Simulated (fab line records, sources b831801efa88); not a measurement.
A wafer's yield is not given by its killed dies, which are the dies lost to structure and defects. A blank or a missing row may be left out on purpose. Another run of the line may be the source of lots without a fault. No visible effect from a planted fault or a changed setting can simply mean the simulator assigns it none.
Chamber matching    flow sfqLine    SFQ_TRILAYER_I3_VIA_BARC_OPEN_VIA_ETCH_121 on rieDiel-04 has 4 sister chambers
The step etches BARC in O2, target depth 125 nm, time 41.7 s. 14 wafers are shown with their chamber, then 6 later ones without.

## WAFERS, EACH WITH ITS CHAMBER
wafer   chamber  biasW (W)  oesProductAu (a.u.)  chamberPressureMTorr (mTorr)
L811.3  3        79.71      0.685                29.986
L811.5  2        79.70      0.688                29.987
L811.6  3        79.59      0.675                30.011
L812.3  2        79.99      0.689                29.984
L812.4  0        80.01      0.689                30.012
L812.5  2        80.10      0.681                29.981
L813.1  2        79.99      0.689                30.048
L813.2  1        80.25      0.689                30.029
L813.3  0        79.70      0.690                29.981
L814.1  0        80.55      0.683                30.024
L814.3  1        79.98      0.678                29.990
L814.4  0        80.39      0.679                29.989
L817.2  2        79.83      0.692                30.001
L817.6  3        80.09      0.690                30.010

SIGNATURES (means of the wafers above)
reading               chamber 0  chamber 1  chamber 2  chamber 3  scatter within a chamber
biasW                 80.1625    80.1150    79.9220    79.7967    0.267
oesProductAu          0.68525    0.68350    0.68780    0.68333    0.0057
chamberPressureMTorr  30.00150   30.00950   30.00020   30.00233   0.0233
Rule: a wafer lies at a distance from a chamber equal to the root of the sum of squares, over the readings, of (its reading less the chamber's mean, divided by the reading's scatter). If the next closest chamber is less than 2 further off than the closest, the wafer can't be placed; otherwise it belongs to the closest. The scatter: take each reading less its chamber's mean, square it, sum over the shown wafers, divide by the number of wafers less the number of chambers, and take the root.

## WAFERS MISSING THEIR CHAMBER
wafer   biasW (W)  oesProductAu (a.u.)  chamberPressureMTorr (mTorr)
L829.2  79.91      0.683                29.965
L829.3  80.11      0.689                30.024
L829.5  80.09      0.678                29.987
L833.1  80.06      0.684                30.009
L833.2  79.95      0.679                30.024
L833.6  80.15      0.674                29.965

## THE CHAMBER EACH PASSED THROUGH
wafer   from the rows above                in truth
L829.2  can't be placed: 3 or 2 or 0 or 1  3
L829.3  can't be placed: 1 or 0 or 2 or 3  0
L829.5  can't be placed: 1 or 0 or 3 or 2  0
L833.1  can't be placed: 1 or 0 or 2 or 3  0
L833.2  can't be placed: 1 or 3 or 0 or 2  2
L833.6  can't be placed: 0 or 1 or 3 or 2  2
0 of 6 placed correctly. Cannot be placed on the basis of these rows: 6; the candidates contain the true chamber in 6. Number placed wrongly: 0.
